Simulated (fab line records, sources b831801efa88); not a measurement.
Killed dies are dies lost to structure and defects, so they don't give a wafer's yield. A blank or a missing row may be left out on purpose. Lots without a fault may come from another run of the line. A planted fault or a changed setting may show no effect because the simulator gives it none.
Which tool did it? | flow sky130 | 11 lots, 33 wafers sampled, at 2 steps of a route of 708

WHAT THE GAUGES READ, wafer by wafer
SKY_LI_CONTACT_THK_MEAS_01.
lot  | measured     | on            | LI_CONTACT_HDPCVD_THK (nm)
L233 | day 28 03:57 | film_metro-04 | 931 919 934
L234 | day 28 16:08 | film_metro-01 | 926 921 924
L236 | day 29 23:40 | film_metro-01 | 924 932 921
L237 | day 29 22:35 | film_metro-02 | 936 941 944
L238 | day 30 04:47 | film_metro-04 | 936 930 936
L240 | day 31 10:27 | film_metro-01 | 935 932 952
L245 | day 32 11:10 | film_metro-01 | 935 936 915
L248 | day 33 02:17 | film_metro-02 | 942 939 939
L251 | day 34 10:10 | film_metro-04 | 944 1292 1302
L252 | day 34 17:12 | film_metro-04 | 1314 945 946
L254 | day 35 01:34 | film_metro-02 | 944 933 933

WHICH TOOL RAN EACH LOT (tool, then ch and the chambers of the sampled wafers, then the start)
lot  | SKY_LI_CONTACT_HDPCVD_00
L233 | hdpcvd-02 ch 0,2, day 28 03:49
L234 | hdpcvd-02 ch 0,1, day 28 16:02
L236 | hdpcvd-01 ch 1,2, day 29 23:33
L237 | hdpcvd-01 ch 0,1, day 29 22:28
L238 | hdpcvd-01 ch 1,2, day 30 04:41
L240 | hdpcvd-02 ch 0,2, day 31 10:21
L245 | hdpcvd-01 ch 0,2, day 32 11:03
L248 | hdpcvd-02 ch 0,2, day 33 02:10
L251 | hdpcvd-02 ch 0,2, day 34 10:03
L252 | hdpcvd-02 ch 0,2, day 34 17:06
L254 | hdpcvd-01 ch 0,1, day 35 01:27
- SKY_LI_CONTACT_HDPCVD_00: deposits PSG, target thk 930 nm, time 155 s.

THE ANSWER, worked out from the rows above alone
Rule: what is usual is taken from the lots themselves. Put in order of their means at a reading, lots are off if they are a third of the lots or fewer, leave a main group of 4 or more, and stand apart from it by a gap of 3 or more times the standard deviation of the main group's means; of several such gaps the widest counts. A main group whose means are all the same, to the digits that the tables above print for the reading, isn't used. A lot without any number at a reading at which 4 lots or more have one is off too. The other lots that the step has rows for count as sound.
Off: L251, L252, at SKY_LI_CONTACT_THK_MEAS_01 (LI_CONTACT_HDPCVD_THK). The main group: mean 933 nm, standard deviation 6.2.
A tool fits if, at a process step before that reading, it ran every lot that is off, and no sound lot after the first of them. The gauges at SKY_LI_CONTACT_THK_MEAS_01 are tried like those tools. Can't be told from this: 2 tools fit, hdpcvd-02 at SKY_LI_CONTACT_HDPCVD_00, film_metro-04 at SKY_LI_CONTACT_THK_MEAS_01.

WHAT THE SIMULATOR HAD PUT IN
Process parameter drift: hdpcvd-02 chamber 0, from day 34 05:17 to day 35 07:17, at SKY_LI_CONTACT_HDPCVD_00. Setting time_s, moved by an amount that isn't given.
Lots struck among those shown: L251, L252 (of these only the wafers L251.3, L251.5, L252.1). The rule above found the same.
